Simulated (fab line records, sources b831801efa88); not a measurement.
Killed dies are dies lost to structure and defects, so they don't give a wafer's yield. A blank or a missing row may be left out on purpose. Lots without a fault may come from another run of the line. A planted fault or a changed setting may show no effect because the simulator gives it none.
A struck lot beside a sound one | flow sfq_line | 14 steps out of a route of 325
Sound: wafers L245.2, L245.5, L245.6. Struck: wafer L258.3. (L258.4, L258.5 of the same lot were not struck and are left out.) The cause comes at the end.
At each step with rows: each side's tool, then ch and its chambers, then its first start. Under that, the readings that differ: sound wafers | struck wafers | difference of the means | sigmas: that difference in standard deviations of wafers without a fault.
alike: readings whose means differ by less than 2 such deviations, and words and numbers that are the same on both sides. not compared: withheld readings, readings that some wafer has no value for, bounds like >300 that may hide the same value, and numbers for which the record gives no deviation and whose values overlap.
The two part at a step that has a row with sigmas, a row that says differs or no value, or rows on one side only. Numbers that don't overlap but have no deviation are shown without sigmas and don't part them. A reading that every wafer of one side lacks parts them only if that side has two wafers or more.

first, 1 step without rows for these wafers: SFQ_TRILAYER_M2_STRIP_SOLV_CLEAN_062 (cleans in NMP, time 600 s).
SFQ_TRILAYER_I2_DEP_PECVD_063: deposits SiO2 from SiH4/N2O, time 111.11 s, target thk 500 nm.
  sound on pecvd-04 ch 0,1, day 24 16:29; struck on pecvd-04 ch 0, day 30 06:34
  alike: heater_power_w, throttle_valve_pct
SFQ_TRILAYER_I2_CMP_CMP_064: polishes SiO2.
  sound on cmp-02 ch 0,1, day 25 03:26; struck on cmp-01 ch 1, day 30 19:28
  alike: motor_current_A, slurry_flow_ml_min, time_to_endpoint_s
SFQ_I2_BOW_MEAS_917:
  sound on film_metro-01, day 25 06:28; struck on film_metro-04, day 30 22:31
  alike: I2_BOW
SFQ_TRILAYER_I2_METRO_MEASURE_065:
  sound on film_metro-01, day 25 06:46; struck on film_metro-04, day 30 22:59
  alike: thk_nm
then, 6 steps without rows for these wafers: SFQ_TRILAYER_I2_VIA_LITHO_COAT_072 (resist thk 62 nm); SFQ_TRILAYER_I2_VIA_LITHO_COAT_067 (resist thk 650 nm); SFQ_TRILAYER_I2_VIA_LITHO_SOFTBAKE_071; SFQ_TRILAYER_I2_VIA_LITHO_EXPOSE_068 (exposes mask I2, target cd 500 nm); SFQ_TRILAYER_I2_VIA_LITHO_PEB_070 (peb time 60 s); SFQ_TRILAYER_I2_VIA_LITHO_DEVELOP_069 (time 60 s).
-- the record jumps here: 6 days lie between the struck wafers' starts before and after --
SFQ_I2_OVL_MEAS_918:
  sound on overlay-02, day 31 05:40; struck on overlay-01, day 37 04:52
  alike: I2_OVL
SFQ_TRILAYER_I2_VIA_BARC_OPEN_VIA_ETCH_096: etches BARC in O2, target depth 125 nm, time 41.7 s.
  sound on rie_diel-02 ch 1,3, day 31 05:42; struck on rie_diel-03 ch 0, day 37 04:53
  reading               | sound             | struck | difference | sigmas
  oes_product_au (a.u.) | 0.682 0.686 0.683 | 0.670  | -0.014     | -3
  run_length_s (s)      | 70.5 69.9 69.7    | 72.9   | +2.9       | +5
  alike: bias_w, drypump_motor_current_A
  not compared: rf_hours_counter_h
SFQ_TRILAYER_I2_VIA_ETCH_VIA_ETCH_070: etches SiO2 in CHF3, stops on Nb, target depth 260 nm.
  sound on rie_diel-02 ch 1,3, day 31 05:44; struck on rie_diel-03 ch 0, day 37 04:56
  alike: bias_w, drypump_motor_current_A, oes_product_au

WHERE THEY PART
Only at SFQ_TRILAYER_I2_VIA_BARC_OPEN_VIA_ETCH_096, within this record. Later steps at which nothing parts them and some readings are alike: SFQ_TRILAYER_I2_VIA_ETCH_VIA_ETCH_070.

WHY: what the simulator had put in
Process parameter drift: rie_diel-03, from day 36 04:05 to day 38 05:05, at SFQ_TRILAYER_I2_VIA_BARC_OPEN_VIA_ETCH_096. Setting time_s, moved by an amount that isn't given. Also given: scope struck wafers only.
